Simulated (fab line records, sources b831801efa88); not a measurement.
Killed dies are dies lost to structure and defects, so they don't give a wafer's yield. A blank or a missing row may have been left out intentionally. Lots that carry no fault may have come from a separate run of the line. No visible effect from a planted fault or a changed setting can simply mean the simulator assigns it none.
A lot that was struck, set against a sound lot	flow sfq line	14 out of 325 route steps
Sound: these wafers, L251.3, L251.5, L251.6. Struck: wafers L255.2, L255.3, L255.5. The cause is given at the end.
At each step with rows: each side's tool, then ch and its chambers, then its first start. Under that, the readings that differ: sound wafers	struck wafers	difference of the means	sigmas: that difference in standard deviations of wafers without a fault.
alike: readings with means less than 2 such deviations apart, plus words and numbers identical on both sides. not compared: withheld readings, readings lacking a value on some wafer, bounds such as >300 that could conceal the same value, and numbers that have no deviation in the record and whose values overlap.
A row with sigmas, a row that says differs or no value, or rows on one side alone: a step with any of these is where the two part. Numbers that have no deviation but don't overlap get no sigmas and don't part them. A reading that every wafer of one side lacks parts them only if that side has two wafers or more.

first, 6 steps without rows for these wafers: SFQ_TRILAYER_M7_LITHO_COAT_182 (resist thk 62 nm); SFQ_TRILAYER_M7_LITHO_COAT_177 (resist thk 600 nm); SFQ_TRILAYER_M7_LITHO_SOFTBAKE_181; SFQ_TRILAYER_M7_LITHO_EXPOSE_178 (exposes mask M7, target cd 500 nm); SFQ_TRILAYER_M7_LITHO_PEB_180 (peb time 60 s); SFQ_TRILAYER_M7_LITHO_DEVELOP_179 (time 60 s).
SFQ_M7_OVL_MEAS_945:
  sound on overlay-02 at day 76 21:50; struck on overlay-02 at day 81 02:29
  alike: M7_OVL
SFQ_TRILAYER_M7_BARC_OPEN_METAL_ETCH_229: etches BARC in O2, target depth 125 nm, time 41.7 s.
  sound on rie metal-04 ch 0,1, day 76 21:52; struck on rie metal-01 ch 1, day 81 02:31
reading	sound	struck	difference	sigmas
drypump motor current A (A)	6.18 6.17 5.78	5.44 5.46 5.45	-0.59	-3
  alike: chamber pressure mTorr, oes product au
  not compared: rf hours counter h
SFQ_TRILAYER_M7_ETCH_METAL_ETCH_180: etches Nb in Cl2/Ar, stops on SiO2, target depth 240 nm, time 120 s.
  sound on rie metal-04 ch 0,1, day 76 21:57; struck on rie metal-01 ch 1, day 81 02:35
reading	sound	struck	difference	sigmas
drypump motor current A (A)	6.14 6.14 5.79	5.44 5.46 5.44	-0.58	-3
  alike: chamber pressure mTorr, oes product au
  not compared: rf hours counter h
SFQ_TRILAYER_M7_STRIP_STRIP_181: strips in O2.
  sound on rie metal-04 ch 0, day 76 22:14; struck on rie metal-01 ch 1, day 81 02:42
reading	sound	struck	difference	sigmas
oes product au (a.u.)	0.987 0.978 0.988	1.004 0.996 1.005	+0.017	+2
  alike: chamber pressure mTorr, drypump motor current A
  not compared: rf hours counter h
then, 1 step without rows for these wafers: SFQ_TRILAYER_M7_STRIP_SOLV_CLEAN_182 (cleans in NMP, time 600 s).
SFQ_TRILAYER_I7_DEP_PECVD_183: deposits SiO2 from SiH4/N2O, time 111.11 s, target thk 500 nm.
  sound on pecvd-02 ch 0,1, day 76 23:14; struck on pecvd-03 ch 1,2, day 81 03:29
  alike: heater power w, throttle valve pct
SFQ_TRILAYER_I7_CMP_CMP_184: polishes SiO2.
  sound on cmp-02 ch 0,1, day 77 15:48; struck on cmp-02 ch 0,3, day 81 06:50
reading	sound	struck	difference	sigmas
head pressure psi (psi)	2.994 3.008 3.000	2.698 2.703 2.701	-0.300	-45
time to endpoint s (s)	212 226 220	245 231 236	+18	+2
  alike: edge zone pressure frac, motor current A
SFQ_I7_BOW_MEAS_946:
  sound on film metro-01 at day 77 18:20; struck on film metro-03 at day 81 09:21
  alike: I7_BOW

## WHERE THEY PART
Earliest at SFQ_TRILAYER_M7_BARC_OPEN_METAL_ETCH_229; latest, in this record, at SFQ_TRILAYER_I7_CMP_CMP_184. Later steps at which nothing parts them and some readings are alike: SFQ_I7_BOW_MEAS_946.

WHY: the cause the simulator had injected
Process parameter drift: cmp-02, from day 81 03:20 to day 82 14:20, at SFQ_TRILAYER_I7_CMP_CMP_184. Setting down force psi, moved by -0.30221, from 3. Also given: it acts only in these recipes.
